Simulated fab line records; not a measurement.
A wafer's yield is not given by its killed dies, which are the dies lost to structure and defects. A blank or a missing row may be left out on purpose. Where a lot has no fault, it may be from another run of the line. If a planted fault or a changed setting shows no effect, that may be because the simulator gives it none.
fab line records	flow sky130
[record] lots = 12	wafers = 36	last_day = 50
route steps=708 shown METAL2@484 PAD_OPEN@708
lots untouched by any fault: they come from a run of this same line in which no faults occurred
start_h: hours from the record's first day to the start of the lot's first wafer shown	wait_h: time in hours since the lot's previous step	" repeats the value in the row above	L1.1+2: several wafers, shown together as one row	- no value, or no start given	* or withheld: withheld	< > ~ a bound
route shown NAME@n: names a module that has steps shown in the file, with the first one's number in the route	usual: the fault-free wafers' mean and standard deviation	same: alike in all rows	chamber/n: place in a boat	sites: each site's reading	_std_site: the values' standard deviation	_edge_site: the outer-site mean with the inner-site mean subtracted	radius_mm: how far each site lies from the wafer's centre	mask NAME#n: copy n	behind: the last tool/chamber to shape the wafer	hold: the reason the lot was held/the length of the hold in hours/how it ended	device: the transistor (n, p or np) that didn't switch	end of line: at the end of the route, the tests of the same wafers	where a step has no rows: the recipe by itself	killed: at the first sort, the dies lost to defects and structure; wafer yield is something else	map: shows each die of a wafer: x if killed, . if not, _ if none is there
set.NAME: the setting that was run; set.NAME@STEP: the one run at that earlier step	model.NAME: the simulator's own value behind a step, which no gauge read
the route's steps for a sample of lots (tables are steps, rows are wafers)
services: the hour from which a tool's chamber was out of use, counted from the record's first day as start_h (under 0 if before that day), plus the number of hours and why
[[steps]]
[step SKY_METAL2_SPUTTER_01]
[recipe] material = TiN	target_thk_nm = 20	power_w = 6500	time_s = 16.7	chamber_pressure_pa = 0.4
[usual] cathode_dc_power_W = 6500.0/1.1	chamber_pressure_pa = 0.4001/0.00076	throttle_valve_pct = 29.9/0.86
lot.wafer	tool	chamber	start_h	wait_h	cathode_dc_power_W	chamber_pressure_pa	throttle_valve_pct
L835.4	pvd_sputter-04	-	802.45	0.0	6501.1	0.3987	29.0
L835.5	"	-	"	"	6500.7	0.4003	29.9
L835.6	"	-	"	"	6497.5	0.3987	29.5
L837.1	pvd_sputter-03	-	820.58	0.0	6500.4	0.3998	29.8
L837.3	"	-	"	"	6499.2	0.4012	31.0
L837.4	"	-	"	"	6499.8	0.4009	28.9
L836.1	pvd_sputter-02	-	821.05	0.0	6500.0	0.4003	30.1
L836.4	"	-	"	"	6500.4	0.4000	30.2
L836.6	"	-	"	"	6500.6	0.4009	30.2
L838.3	pvd_sputter-03	-	831.81	0.0	6500.0	0.3999	30.7
L838.4	"	-	"	"	6500.1	0.4010	29.9
L838.6	"	-	"	"	6501.7	0.4004	30.6
L839.1	pvd_sputter-03	-	838.63	0.0	6499.4	0.4012	30.6
L839.2	"	-	"	"	6500.5	0.4007	31.1
L839.3	"	-	"	"	6498.5	0.4012	28.7
L840.1	pvd_sputter-04	-	843.08	0.0	6499.9	0.4003	28.9
L840.4	"	-	"	"	6500.4	0.3991	30.3
L840.6	"	-	"	"	6501.0	0.4005	28.7
L841.3	pvd_sputter-03	-	849.87	0.0	6501.8	0.4008	30.6
L841.4	"	-	"	"	6501.8	0.4003	31.1
L841.6	"	-	"	"	6501.0	0.4008	31.0
L845.1	pvd_sputter-04	-	875.28	0.0	6501.7	0.3997	30.1
L845.4	"	-	"	"	6500.7	0.3995	29.5
L845.5	"	-	"	"	6497.6	0.3987	29.6
L851.1	pvd_sputter-03	-	921.22	0.0	6501.5	0.4013	30.0
L851.2	"	-	"	"	6499.2	0.3991	30.7
L851.4	"	-	"	"	6500.6	0.3999	31.1
L852.1	pvd_sputter-03	-	939.00	0.0	6499.9	0.4000	30.8
L852.5	"	-	"	"	6499.5	0.4001	29.7
L852.6	"	-	"	"	6498.8	0.3995	31.1
L853.1	pvd_sputter-04	-	942.21	0.0	6499.8	0.3994	30.3
L853.3	"	-	"	"	6500.4	0.4000	29.9
L853.5	"	-	"	"	6497.6	0.4012	29.5
L856.2	pvd_sputter-04	-	970.11	0.0	6501.3	0.4008	28.9
L856.3	"	-	"	"	6500.1	0.4003	30.4
L856.6	"	-	"	"	6501.5	0.4009	29.0
[step SKY_METAL2_SPUTTER_03]
[recipe] material = Ti	target_thk_nm = 5	power_w = 3000	time_s = 3.3	chamber_pressure_pa = 0.4
[usual] cathode_dc_power_W = 2999.9/0.5	chamber_pressure_pa = 0.4000/0.001	throttle_valve_pct = 29.9/0.87
lot.wafer	tool	chamber	start_h	wait_h	cathode_dc_power_W	chamber_pressure_pa	throttle_valve_pct
L835.4	pvd_sputter-04	-	802.50	0.0	2999.6	0.4014	28.8
L835.5	"	-	"	"	3000.0	0.3997	30.1
L835.6	"	-	"	"	2999.9	0.4001	29.7
L837.1	pvd_sputter-03	-	820.63	0.0	2999.8	0.4015	29.8
L837.3	"	-	"	"	2999.2	0.4001	31.1
L837.4	"	-	"	"	2999.9	0.4022	28.8
L836.1	pvd_sputter-02	-	821.10	0.0	3000.7	0.3997	30.3
L836.4	"	-	"	"	2999.3	0.3984	30.2
L836.6	"	-	"	"	3000.7	0.3996	30.2
L838.3	pvd_sputter-03	-	831.86	0.0	3000.3	0.3986	30.6
L838.4	"	-	"	"	2999.9	0.3991	30.3
L838.6	"	-	"	"	2999.6	0.3996	30.7
L839.1	pvd_sputter-03	-	838.68	0.0	3000.0	0.4004	30.3
L839.2	"	-	"	"	3000.0	0.4014	31.2
L839.3	"	-	"	"	2999.5	0.3998	28.8
L840.1	pvd_sputter-04	-	843.13	0.0	-	-	-
L840.4	"	-	"	"	-	-	-
L840.6	"	-	"	"	-	-	-
L841.3	pvd_sputter-03	-	849.92	0.0	-	-	-
L841.4	"	-	"	"	-	-	-
L841.6	"	-	"	"	-	-	-
L845.1	pvd_sputter-04	-	875.33	0.0	2999.8	0.4003	30.4
L845.4	"	-	"	"	3000.0	0.4002	29.5
L845.5	"	-	"	"	3000.0	0.3997	29.4
L851.1	pvd_sputter-03	-	921.27	0.0	2998.7	0.4018	29.9
L851.2	"	-	"	"	3000.3	0.3994	30.3
L851.4	"	-	"	"	3000.1	0.4004	31.2
L852.1	pvd_sputter-03	-	939.05	0.0	2999.8	0.4001	31.2
L852.5	"	-	"	"	2998.9	0.3999	29.8
L852.6	"	-	"	"	3000.0	0.4002	31.0
L853.1	pvd_sputter-04	-	942.26	0.0	3000.8	0.4007	30.5
L853.3	"	-	"	"	3000.5	0.3997	30.3
L853.5	"	-	"	"	2999.4	0.4010	29.7
L856.2	pvd_sputter-04	-	970.16	0.0	2999.3	0.4000	29.0
L856.3	"	-	"	"	3000.2	0.3999	30.2
L856.6	"	-	"	"	2999.4	0.3994	29.0
[step SKY_METAL2_RS_MEAS_05]
[recipe] thk_meas_gauge = four-point-probe	reads = TiN_of_METAL2_SPUTTER_04+Ti_of_METAL2_SPUTTER_03+AlCu_of_METAL2_SPUTTER_02+TiN_of_METAL2_SPUTTER_01+Ti_of_METAL2_SPUTTER_00
[usual] METAL2_ALCU_RS = 0.1269/0.0012
lot.wafer	tool	chamber	start_h	wait_h	METAL2_ALCU_RS[ohm/sq]
L835.4	film_metro-02	-	802.62	0.1	0.1275
L835.5	"	-	"	"	0.1261
L835.6	"	-	"	"	0.1281
L837.1	film_metro-01	-	820.70	0.0	0.1291
L837.3	"	-	"	"	0.1281
L837.4	"	-	"	"	0.1267
L836.1	film_metro-01	-	821.16	0.0	0.1269
L836.4	"	-	"	"	0.1275
L836.6	"	-	"	"	0.1282
L838.3	film_metro-01	-	831.97	0.1	0.1270
L838.4	"	-	"	"	0.1282
L838.6	"	-	"	"	0.1274
L839.1	film_metro-01	-	838.75	0.0	0.1245
L839.2	"	-	"	"	0.1259
L839.3	"	-	"	"	0.1244
L840.1	film_metro-01	-	843.19	0.0	0.1279
L840.4	"	-	"	"	0.1276
L840.6	"	-	"	"	0.1276
L841.3	film_metro-03	-	850.03	0.1	0.1257
L841.4	"	-	"	"	0.1271
L841.6	"	-	"	"	0.1255
L845.1	film_metro-02	-	875.41	0.0	0.1256
L845.4	"	-	"	"	0.1276
L845.5	"	-	"	"	0.1271
L851.1	film_metro-01	-	921.34	0.0	0.1282
L851.2	"	-	"	"	0.1264
L851.4	"	-	"	"	0.1269
L852.1	film_metro-01	-	939.12	0.0	0.1249
L852.5	"	-	"	"	0.1269
L852.6	"	-	"	"	0.1257
L853.1	film_metro-03	-	942.33	0.0	0.1274
L853.3	"	-	"	"	0.1275
L853.5	"	-	"	"	0.1290
L856.2	film_metro-01	-	970.24	0.0	0.1280
L856.3	"	-	"	"	0.1249
L856.6	"	-	"	"	0.1282
[step SKY_METAL2_CD_MEAS_15]
[recipe] target_cd_nm = 140
[usual] cd_nm = 140.2/1.5
lot.wafer	tool	chamber	start_h	wait_h	cd_nm
L835.4	cd_sem-01	-	828.84	-	140.3
L835.5	"	-	"	"	141.6
L835.6	"	-	"	"	140.8
L837.1	cd_sem-01	-	847.44	-	140.3
L837.3	"	-	"	"	140.6
L837.4	"	-	"	"	138.5
L836.1	cd_sem-02	-	848.03	-	137.2
L836.4	"	-	"	"	139.7
L836.6	"	-	"	"	137.7
L838.3	cd_sem-01	-	858.72	-	142.0
L838.4	"	-	"	"	140.1
L838.6	"	-	"	"	139.3
L839.1	cd_sem-02	-	865.34	-	138.5
L839.2	"	-	"	"	138.0
L839.3	"	-	"	"	138.6
L840.1	cd_sem-01	-	869.84	-	141.0
L840.4	"	-	"	"	141.7
L840.6	"	-	"	"	141.3
L841.3	cd_sem-02	-	875.73	-	139.9
L841.4	"	-	"	"	138.0
L841.6	"	-	"	"	139.3
L845.1	cd_sem-02	-	901.49	-	141.1
L845.4	"	-	"	"	141.4
L845.5	"	-	"	"	141.2
L851.1	cd_sem-01	-	947.15	-	141.8
L851.2	"	-	"	"	141.1
L851.4	"	-	"	"	141.1
L852.1	cd_sem-01	-	963.66	-	142.5
L852.5	"	-	"	"	143.2
L852.6	"	-	"	"	142.4
L853.1	cd_sem-02	-	967.71	-	138.9
L853.3	"	-	"	"	139.3
L853.5	"	-	"	"	139.4
L856.2	cd_sem-01	-	995.41	-	136.2
L856.3	"	-	"	"	138.1
L856.6	"	-	"	"	137.0
[step SKY_PAD_OPEN_PROBE_99]
[usual] defect_limited_yield = 82.8/2	killed_at_M0_to_M3 = 43/6.4	killed_at_M4_up = 3.1/2	killed_at_contacts = 24/5.2	killed_at_front_end = 15/4.3	killed_at_other = 0.2/0.48	killed_dies = 85/9.7	killed_open = 47/6.9	killed_short = 38/6.7	sort_bin_3_pad_short = 0.9/0.48	sort_bin_5_function = 10.3/1.6	sort_bin_6_memory = 6.1/0.97	sort_n_pass = 407/9.7	sort_yield_pct = 82.8/2
[same] gross_dies = 492	killed_at_back_side = 0	sort_bin_4_leakage[%] = 0	sort_bin_8_speed[%] = 0
lot.wafer	tool	chamber	start_h	wait_h	defect_limited_yield[%]	killed_at_M0_to_M3	killed_at_M4_up	killed_at_contacts	killed_at_front_end	killed_at_other	killed_dies	killed_open	killed_short	sort_bin_3_pad_short[%]	sort_bin_5_function[%]	sort_bin_6_memory[%]	sort_n_pass	sort_yield_pct[%]
L835.4	prober-01	-	1088.57	0.2	82.5	44	3	30	9	0	86	49	37	0.2	11.0	6.3	406	82.5
L835.5	prober-01	-	1088.62	0.2	81.1	49	2	25	17	0	93	48	45	0.8	12.2	5.9	399	81.1
L835.6	prober-01	-	1088.67	0.2	81.1	47	6	23	16	1	93	50	43	0.2	11.8	6.9	399	81.1
L837.1	prober-02	-	1103.51	0.1	85.6	33	1	22	15	0	71	45	26	0.6	8.5	5.3	421	85.6
L837.3	prober-02	-	1103.61	0.2	87.2	33	1	13	16	0	63	31	32	0.8	7.3	4.7	429	87.2
L837.4	prober-02	-	1103.66	0.2	79.1	47	3	37	15	1	103	52	51	2.4	11.8	6.7	389	79.1
L836.1	prober-01	-	1103.90	0.1	80.5	53	5	27	10	1	96	57	39	1.6	11.8	6.1	396	80.5
L836.4	prober-01	-	1104.05	0.2	83.1	43	2	24	14	0	83	44	39	0.8	10.8	5.3	409	83.1
L836.6	prober-01	-	1104.15	0.2	78.3	54	2	35	15	1	107	61	46	1.2	14.2	6.3	385	78.3
L838.3	prober-02	-	1110.25	0.2	82.9	46	4	23	11	0	84	50	34	1.0	8.7	7.3	408	82.9
L838.4	prober-02	-	1110.30	0.2	80.7	53	3	25	14	0	95	54	41	1.0	10.6	7.7	397	80.7
L838.6	prober-02	-	1110.40	0.2	81.3	44	0	25	23	0	92	53	39	1.8	10.4	6.5	400	81.3
L839.1	prober-01	-	1113.49	0.1	83.5	50	0	23	8	0	81	55	26	1.2	11.2	4.1	411	83.5
L839.2	prober-01	-	1113.54	0.1	83.9	38	5	23	13	0	79	46	33	1.0	9.1	5.9	413	83.9
L839.3	prober-01	-	1113.59	0.2	81.9	46	8	25	10	0	89	50	39	0.8	11.2	6.1	403	81.9
L840.1	prober-02	-	1118.64	0.1	81.9	41	2	27	19	0	89	45	44	0.2	11.2	6.7	403	81.9
L840.4	prober-02	-	1118.79	0.2	81.9	44	4	22	19	0	89	49	40	0.6	11.8	5.7	403	81.9
L840.6	prober-02	-	1118.89	0.2	85.6	35	6	17	13	0	71	34	37	0.2	8.9	5.3	421	85.6
L841.3	prober-01	-	1123.81	0.2	85.2	35	4	19	15	0	73	34	39	0.4	10.0	4.5	419	85.2
L841.4	prober-01	-	1123.86	0.2	81.5	45	4	31	11	0	91	55	36	0.4	11.0	7.1	401	81.5
L841.6	prober-01	-	1123.96	0.2	81.9	42	5	29	13	0	89	42	47	0.4	11.2	6.5	403	81.9
L845.1	prober-01	-	1144.25	0.1	82.3	43	2	23	19	0	87	54	33	0.4	11.2	6.1	405	82.3
L845.4	prober-01	-	1144.40	0.2	79.5	53	5	23	20	0	101	59	42	1.0	12.8	6.7	391	79.5
L845.5	prober-01	-	1144.45	0.2	84.1	29	3	26	20	0	78	40	38	1.6	7.3	6.9	414	84.1
L851.1	prober-01	-	1175.30	0.1	82.9	46	2	21	15	0	84	45	39	1.6	7.3	8.1	408	82.9
L851.2	prober-01	-	1175.35	0.1	84.1	35	5	21	17	0	78	46	32	0.6	10.0	5.3	414	84.1
L851.4	prober-01	-	1175.45	0.2	82.3	43	2	31	11	0	87	44	43	0.6	10.4	6.7	405	82.3
L852.1	prober-02	-	1187.96	0.1	85.4	38	1	23	10	0	72	38	34	1.0	8.3	5.3	420	85.4
L852.5	prober-02	-	1188.16	0.2	80.9	53	1	24	15	1	94	47	47	0.8	12.8	5.5	398	80.9
L852.6	prober-02	-	1188.21	0.2	83.7	36	4	27	13	0	80	52	28	0.8	10.6	4.9	412	83.7
L853.1	prober-01	-	1190.10	0.1	81.7	48	2	16	23	1	90	44	46	0.6	12.8	4.9	402	81.7
L853.3	prober-01	-	1190.20	0.2	86.8	36	1	19	9	0	65	41	24	0.4	8.1	4.7	427	86.8
L853.5	prober-01	-	1190.30	0.2	82.1	55	2	21	10	0	88	62	26	0.8	10.4	6.7	404	82.1
L856.2	prober-02	-	1207.41	0.1	80.5	45	5	26	20	0	96	52	44	1.0	11.8	6.7	396	80.5
L856.3	prober-02	-	1207.46	0.2	84.8	36	2	26	11	0	75	40	35	1.0	9.1	5.1	417	84.8
L856.6	prober-02	-	1207.61	0.2	82.5	36	2	29	19	0	86	46	40	0	10.0	7.5	406	82.5
// killed by level:class
L835.4 VIA1:geometric_particle:open=10 LI_CONTACT:geometric_particle:open=9 CONTACT:geometric_particle:open=9 VIA2:geometric_particle:open=9 CONTACT:geometric_particle:short=8 METAL2:geometric_particle:short=7 VIA3:geometric_particle:open=5 POLY_GATE:geometric_particle:short=4
L835.5 VIA1:geometric_particle:open=14 CONTACT:geometric_particle:open=11 VIA3:geometric_particle:open=9 METAL2:geometric_particle:short=6 VIA3:geometric_particle:short=6 POLY_CUT:geometric_particle:short=5 CONTACT:geometric_particle:short=5 FIELD_ISO:geometric_particle:open=4
L835.6 VIA1:geometric_particle:open=13 CONTACT:geometric_particle:open=8 VIA1:geometric_particle:short=7 POLY_GATE:geometric_particle:short=5 CONTACT:geometric_particle:short=5 LI_CONTACT:geometric_particle:open=5 VIA2:geometric_particle:open=5 POLY_GATE:geometric_particle:open=4
L837.1 VIA1:geometric_particle:open=13 FIELD_ISO:geometric_particle:short=7 VIA2:geometric_particle:open=7 LI_CONTACT:geometric_particle:open=6 CONTACT:geometric_particle:open=6 CONTACT:geometric_particle:short=5 FIELD_ISO:geometric_particle:open=4 LOCAL_INTERCONNECT:geometric_particle:short=3
L837.3 VIA1:geometric_particle:open=7 VIA1:geometric_particle:short=6 FIELD_ISO:geometric_particle:short=5 SPACER:geometric_particle:short=5 VIA2:geometric_particle:open=5 LI_CONTACT:geometric_particle:open=4 METAL1:geometric_particle:short=4 VIA3:geometric_particle:open=4
L837.4 CONTACT:geometric_particle:open=10 LI_CONTACT:geometric_particle:open=8 VIA2:geometric_particle:open=8 VIA1:geometric_particle:open=7 LI_CONTACT:geometric_particle:short=7 VIA3:geometric_particle:open=7 CONTACT:geometric_particle:short=6 VIA3:geometric_particle:short=6
L836.1 VIA1:geometric_particle:open=16 CONTACT:geometric_particle:open=14 METAL2:geometric_particle:short=11 VIA3:geometric_particle:open=7 VIA2:geometric_particle:open=7 CONTACT:geometric_particle:short=6 LI_CONTACT:geometric_particle:open=5 POLY_GATE:geometric_particle:open=4
L836.4 VIA1:geometric_particle:open=10 CONTACT:geometric_particle:open=7 LI_CONTACT:geometric_particle:open=6 VIA1:geometric_particle:short=6 FIELD_ISO:geometric_particle:open=5 CONTACT:geometric_particle:short=5 VIA2:geometric_particle:open=5 LI_CONTACT:geometric_particle:short=4
L836.6 LI_CONTACT:geometric_particle:open=13 VIA1:geometric_particle:open=11 CONTACT:geometric_particle:open=9 VIA2:geometric_particle:open=9 VIA3:geometric_particle:open=9 POLY_GATE:geometric_particle:open=6 CONTACT:geometric_particle:short=6 LOCAL_INTERCONNECT:geometric_particle:short=5
L838.3 CONTACT:geometric_particle:open=13 VIA1:geometric_particle:open=9 VIA3:geometric_particle:open=9 METAL1:geometric_particle:short=8 FIELD_ISO:geometric_particle:open=5 VIA2:geometric_particle:open=5 METAL2:geometric_particle:short=4 METAL4:geometric_particle:short=4
L838.4 VIA1:geometric_particle:open=16 VIA2:geometric_particle:open=8 FIELD_ISO:geometric_particle:short=6 LI_CONTACT:geometric_particle:open=6 CONTACT:geometric_particle:open=6 METAL3:geometric_particle:short=6 CONTACT:geometric_particle:short=5 LOCAL_INTERCONNECT:geometric_particle:short=4
L838.6 VIA1:geometric_particle:open=10 POLY_GATE:geometric_particle:open=7 LOCAL_INTERCONNECT:geometric_particle:short=7 CONTACT:geometric_particle:open=7 LI_CONTACT:geometric_particle:open=5 VIA2:geometric_particle:open=5 VIA3:geometric_particle:open=5 FIELD_ISO:geometric_particle:short=4
L839.1 VIA1:geometric_particle:open=19 CONTACT:geometric_particle:open=11 VIA3:geometric_particle:open=8 VIA3:geometric_particle:short=6 LI_CONTACT:geometric_particle:open=5 METAL2:geometric_particle:short=5 POLY_GATE:geometric_particle:open=4 LI_CONTACT:geometric_particle:short=4
L839.2 CONTACT:geometric_particle:open=9 VIA1:geometric_particle:open=9 METAL1:geometric_particle:short=7 LI_CONTACT:geometric_particle:open=6 CONTACT:geometric_particle:short=6 VIA2:geometric_particle:open=5 POLY_GATE:geometric_particle:short=4 VIA3:geometric_particle:open=4
L839.3 VIA1:geometric_particle:open=11 CONTACT:geometric_particle:open=10 VIA2:geometric_particle:short=8 LI_CONTACT:geometric_particle:open=7 VIA3:geometric_particle:open=6 METAL4:geometric_particle:short=6 VIA2:geometric_particle:open=5 METAL1:geometric_particle:short=5
L840.1 CONTACT:geometric_particle:open=15 VIA1:geometric_particle:open=9 METAL1:geometric_particle:short=7 FIELD_ISO:geometric_particle:short=6 VIA1:geometric_particle:short=6 FIELD_ISO:geometric_particle:open=5 LOCAL_INTERCONNECT:geometric_particle:short=5 METAL2:geometric_particle:short=5
L840.4 VIA3:geometric_particle:open=9 CONTACT:geometric_particle:open=9 POLY_GATE:geometric_particle:open=7 LI_CONTACT:geometric_particle:open=7 POLY_GATE:geometric_particle:short=6 VIA1:geometric_particle:open=6 METAL2:geometric_particle:short=5 VIA2:geometric_particle:open=5
L840.6 CONTACT:geometric_particle:open=8 VIA1:geometric_particle:open=7 VIA3:geometric_particle:open=6 VIA2:geometric_particle:open=5 METAL4:geometric_particle:short=5 CONTACT:geometric_particle:short=4 VIA1:geometric_particle:short=4 FIELD_ISO:geometric_particle:short=3
L841.3 VIA1:geometric_particle:short=7 LI_CONTACT:geometric_particle:open=7 VIA2:geometric_particle:open=6 VIA1:geometric_particle:open=5 CONTACT:geometric_particle:open=4 CONTACT:geometric_particle:short=4 VIA3:geometric_particle:open=4 METAL4:geometric_particle:short=4
L841.4 CONTACT:geometric_particle:open=14 VIA1:geometric_particle:open=12 VIA2:geometric_particle:open=9 VIA3:geometric_particle:open=8 LI_CONTACT:geometric_particle:open=7 VIA1:geometric_particle:short=6 CONTACT:geometric_particle:short=5 LOCAL_INTERCONNECT:geometric_particle:short=4
L841.6 CONTACT:geometric_particle:open=10 VIA2:geometric_particle:open=10 VIA1:geometric_particle:open=7 METAL2:geometric_particle:short=6 POLY_GATE:geometric_particle:short=5 LI_CONTACT:geometric_particle:open=5 CONTACT:geometric_particle:short=5 VIA3:geometric_particle:open=5
L845.1 VIA1:geometric_particle:open=11 CONTACT:geometric_particle:open=8 LI_CONTACT:geometric_particle:open=7 VIA2:geometric_particle:short=7 POLY_GATE:geometric_particle:open=6 METAL2:geometric_particle:short=6 VIA2:geometric_particle:open=6 VIA3:geometric_particle:open=5
L845.4 VIA1:geometric_particle:open=11 CONTACT:geometric_particle:open=10 VIA2:geometric_particle:open=10 VIA3:geometric_particle:open=8 VIA1:geometric_particle:short=7 LI_CONTACT:geometric_particle:short=6 FIELD_ISO:geometric_particle:short=5 METAL1:geometric_particle:open=5
L845.5 LI_CONTACT:geometric_particle:open=9 FIELD_ISO:geometric_particle:short=7 CONTACT:geometric_particle:open=6 LOCAL_INTERCONNECT:geometric_particle:short=5 VIA1:geometric_particle:open=5 VIA3:geometric_particle:open=5 POLY_GATE:geometric_particle:short=4 VIA1:geometric_particle:short=4
L851.1 VIA1:geometric_particle:open=8 VIA3:geometric_particle:open=7 POLY_GATE:geometric_particle:open=7 VIA1:geometric_particle:short=6 VIA2:geometric_particle:open=5 CONTACT:geometric_particle:short=5 CONTACT:geometric_particle:open=5 METAL2:geometric_particle:short=5
L851.2 CONTACT:geometric_particle:open=8 VIA3:geometric_particle:open=7 VIA1:geometric_particle:open=6 FIELD_ISO:geometric_particle:open=5 LI_CONTACT:geometric_particle:open=5 VIA2:geometric_particle:open=5 METAL4:geometric_particle:short=5 POLY_GATE:geometric_particle:open=4
L851.4 CONTACT:geometric_particle:open=13 VIA2:geometric_particle:open=11 CONTACT:geometric_particle:short=8 LI_CONTACT:geometric_particle:open=5 VIA1:geometric_particle:open=5 VIA2:geometric_particle:short=5 VIA3:geometric_particle:open=5 METAL3:geometric_particle:short=4
L852.1 VIA1:geometric_particle:open=10 VIA3:geometric_particle:open=8 CONTACT:geometric_particle:open=7 FIELD_ISO:geometric_particle:short=5 METAL1:geometric_particle:short=5 LI_CONTACT:geometric_particle:open=5 METAL2:geometric_particle:short=4 LOCAL_INTERCONNECT:geometric_particle:short=4
L852.5 VIA1:geometric_particle:open=13 METAL2:geometric_particle:short=13 LOCAL_INTERCONNECT:geometric_particle:short=9 VIA2:geometric_particle:open=7 FIELD_ISO:geometric_particle:short=5 CONTACT:geometric_particle:open=5 CONTACT:geometric_particle:short=4 VIA3:geometric_particle:open=4
L852.6 CONTACT:geometric_particle:open=11 VIA1:geometric_particle:open=10 LI_CONTACT:geometric_particle:open=7 VIA2:geometric_particle:open=7 VIA3:geometric_particle:short=5 POLY_GATE:geometric_particle:open=4 FIELD_ISO:geometric_particle:short=3 FIELD_ISO:geometric_particle:open=3
L853.1 VIA1:geometric_particle:short=10 VIA1:geometric_particle:open=9 VIA2:geometric_particle:open=8 FIELD_ISO:geometric_particle:open=7 METAL2:geometric_particle:short=7 VIA3:geometric_particle:open=6 POLY_GATE:geometric_particle:short=5 CONTACT:geometric_particle:open=5
L853.3 VIA1:geometric_particle:open=16 CONTACT:geometric_particle:short=7 CONTACT:geometric_particle:open=6 VIA3:geometric_particle:open=6 LI_CONTACT:geometric_particle:open=4 VIA1:geometric_particle:short=4 METAL2:geometric_particle:short=4 FIELD_ISO:geometric_particle:open=3
L853.5 VIA1:geometric_particle:open=18 CONTACT:geometric_particle:open=12 VIA2:geometric_particle:open=10 VIA3:geometric_particle:open=8 VIA1:geometric_particle:short=7 METAL1:geometric_particle:short=5 LI_CONTACT:geometric_particle:open=4 FIELD_ISO:geometric_particle:open=3
L856.2 VIA1:geometric_particle:open=10 LI_CONTACT:geometric_particle:open=8 CONTACT:geometric_particle:open=7 LOCAL_INTERCONNECT:geometric_particle:short=6 VIA3:geometric_particle:open=6 VIA2:geometric_particle:open=6 VIA3:geometric_particle:short=6 POLY_GATE:geometric_particle:short=5
L856.3 VIA1:geometric_particle:open=8 LI_CONTACT:geometric_particle:open=8 CONTACT:geometric_particle:open=7 CONTACT:geometric_particle:short=5 VIA1:geometric_particle:short=5 VIA3:geometric_particle:open=5 FIELD_ISO:geometric_particle:short=4 LOCAL_INTERCONNECT:geometric_particle:short=4
L856.6 CONTACT:geometric_particle:open=13 VIA2:geometric_particle:open=8 VIA1:geometric_particle:short=7 VIA1:geometric_particle:open=6 POLY_GATE:geometric_particle:short=5 LI_CONTACT:geometric_particle:open=5 CONTACT:geometric_particle:short=5 VIA3:geometric_particle:open=5
[[services]]
tool	chamber	start_h	hours	kind
pvd_sputter-03	-	844.64	3.2	repair
pvd_sputter-04	-	846.22	5.2	repair
pvd_sputter-04	-	905.25	12.4	repair
pvd_sputter-02	-	937.49	1.6	repair
[[key]]
[first_sign] step = SKY_METAL2_SPUTTER_03	reading = tool_record	direction = missing
effect none on later readings
met_at SKY_METAL2_SPUTTER_03
struck_lots L840,L841
not_acting_at SKY_METAL2_SPUTTER_01,SKY_METAL2_RS_MEAS_05,SKY_METAL2_CD_MEAS_15
onset_between 838.68 843.13
[fault] kind = skipped_step_whole	tool = pvd_sputter-03,pvd_sputter-04	chamber = -	onset_h = 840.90	steps = SKY_METAL2_SPUTTER_03	scope = struck_lots_only
